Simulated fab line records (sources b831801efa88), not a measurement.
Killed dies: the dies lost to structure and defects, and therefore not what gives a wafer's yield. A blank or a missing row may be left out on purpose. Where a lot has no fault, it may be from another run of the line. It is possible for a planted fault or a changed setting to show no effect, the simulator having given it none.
One fault seen from 2 desks || flow gf180mcu || numbers are kept per desk, each desk with only its own; the story behind them comes last

== METROLOGY DESK ==
Lot by lot, what the gauges showed, no matter which tool ran the lot: averages of those sampled wafers that carry a number. A lot is out of limits, marked OUT, if its mean lies more than 4 standard deviations from the usual mean; the brackets give that distance.
Columns: A = cd nm at GF_M5_CD_MEAS_07, usual 279.9 nm; B = M5_OVL at GF_M5_OVL_MEAS_08, usual 1 nm
{"lot": "L881", "first seen here": "day 26 03:49", "A": 279.8, "B": 5}
{"lot": "L882", "first seen here": "day 26 19:29", "A": 281.4, "B": 4}
{"lot": "L883", "first seen here": "day 27 00:20", "A": 278.9, "B": -6}
{"lot": "L885", "first seen here": "day 27 14:17", "A": 280.6, "B": -5}
{"lot": "L895", "first seen here": "day 30 17:34", "A": 280.1, "B": 2}
{"lot": "L897", "first seen here": "day 31 04:11", "A": 279.7, "B": -2}
{"lot": "L898", "first seen here": "day 31 11:56", "A": 278.8, "B": 0}
{"lot": "L899", "first seen here": "day 31 18:26", "A": 279.6, "B": -2}
{"lot": "L900", "first seen here": "day 32 05:04", "A": 281.8, "B": -2}
{"lot": "L901", "first seen here": "day 32 06:41", "A": 279.1, "B": 7}
{"lot": "L902", "first seen here": "day 32 09:07", "A": 279.4, "B": 8}
{"lot": "L903", "first seen here": "day 32 19:26", "A": 280.4, "B": 4}
{"lot": "L904", "first seen here": "day 33 02:29", "A": 279.8, "B": 4}
This desk found nothing out of limits on any of the 13 lots.

== FOR THE TOOL OWNER'S DESK: pvd sputter-02 ==
The tool's own readings at GF_TOP_METAL_SPUTTER_00 (material Ti, target thk 37.5 nm, time 150 s): means of the sampled wafers that have a number, for each lot that ran on this tool. A lot is out of limits, marked OUT, if its mean lies more than 4 standard deviations from the usual mean; the brackets give that distance.
Columns: A = cathode dc power W at GF_TOP_METAL_SPUTTER_00, usual 4000.0 W; B = throttle valve pct at GF_TOP_METAL_SPUTTER_00, usual 30.2 %
{"lot": "L881", "first seen here": "day 27 03:02", "A": 4000.1, "B": 29.4}
{"lot": "L883", "first seen here": "day 27 23:19", "A": 3999.7, "B": 29.7}
{"lot": "L885", "first seen here": "day 28 13:28", "A": "3857.8 (-99 or more) OUT", "B": 29.9}
{"lot": "L897", "first seen here": "day 32 00:05", "A": 3999.9, "B": 29.6}
{"lot": "L898", "first seen here": "day 32 08:16", "A": 3999.8, "B": 30.3}
{"lot": "L899", "first seen here": "day 32 14:07", "A": 3999.8, "B": 29.8}
{"lot": "L901", "first seen here": "day 33 02:23", "A": 3999.6, "B": 29.7}
{"lot": "L903", "first seen here": "day 33 14:29", "A": 4000.8, "B": 30.4}
Finding of this desk: L885 out of limits; the first was L885 at day 28 13:28, on cathode dc power W at GF_TOP_METAL_SPUTTER_00. Within limits: L881, L883, L897, L898, L899, L901, L903.

== ALL TOGETHER ==
At day 28 13:28, on L885, the tool owner's desk was in a position to raise an alarm.
Metrology desk: nothing out of limits seen.
The metrology desk holds a record of L885, inside its limits.
Of the lots named, all ran GF_TOP_METAL_SPUTTER_00 on pvd sputter-02.

== WHAT THE SIMULATOR PUT IN ==
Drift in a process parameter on pvd sputter-02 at GF_TOP_METAL_SPUTTER_00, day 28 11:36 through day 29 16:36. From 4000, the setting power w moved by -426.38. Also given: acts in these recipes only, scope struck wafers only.
Lots struck among those shown: L885.
Hours from the fault's start to each desk's first reading out of limits: the tool owner's desk, 2.
